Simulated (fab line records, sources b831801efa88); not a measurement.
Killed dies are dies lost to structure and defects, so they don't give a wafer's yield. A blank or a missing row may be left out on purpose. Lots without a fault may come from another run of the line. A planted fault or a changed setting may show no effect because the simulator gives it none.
Which tool did it? | flow sky130 | 12 lots, 36 wafers sampled, at 1 step of a route of 708

WHAT THE GAUGES READ, wafer by wafer
SKY_NWELL_TW_MEAS_15.
lot  | measured     | on            | NWELL_TW
L075 | day 5 06:56  | film_metro-03 | 1813 1816 1822
L077 | day 5 12:04  | film_metro-02 | 1833 1828 1828
L079 | day 6 01:34  | film_metro-01 | 1803 1808 1805
L080 | day 6 10:21  | film_metro-03 | 1821 1817 1817
L083 | day 6 18:32  | film_metro-03 | 1822 1830 1823
L085 | day 7 09:23  | film_metro-01 | 1809 1804 1805
L087 | day 7 15:50  | film_metro-03 | 1818 1816 1813
L089 | day 8 04:17  | film_metro-01 | 1785 1797 1800
L091 | day 8 15:56  | film_metro-01 | 1793 1794 1794
L093 | day 9 01:35  | film_metro-02 | 1822 1835 1812
L095 | day 9 19:20  | film_metro-03 | 1812 1814 1807
L097 | day 10 04:51 | film_metro-03 | 1825 1820 1822

WHICH TOOL RAN EACH LOT (tool, then ch and the chambers of the sampled wafers, then the start)
The record holds no process step before these readings.

THE ANSWER, worked out from the rows above alone
Rule: what is usual is taken from the lots themselves. Put in order of their means at a reading, lots are off if they are a third of the lots or fewer, leave a main group of 4 or more, and stand apart from it by a gap of 3 or more times the standard deviation of the main group's means; of several such gaps the widest counts. A main group whose means are all the same, to the digits that the tables above print for the reading, isn't used. A lot without any number at a reading at which 4 lots or more have one is off too. The other lots that the step has rows for count as sound.
No lot is off at any reading shown: from this, nothing can be told.

WHAT THE SIMULATOR HAD PUT IN
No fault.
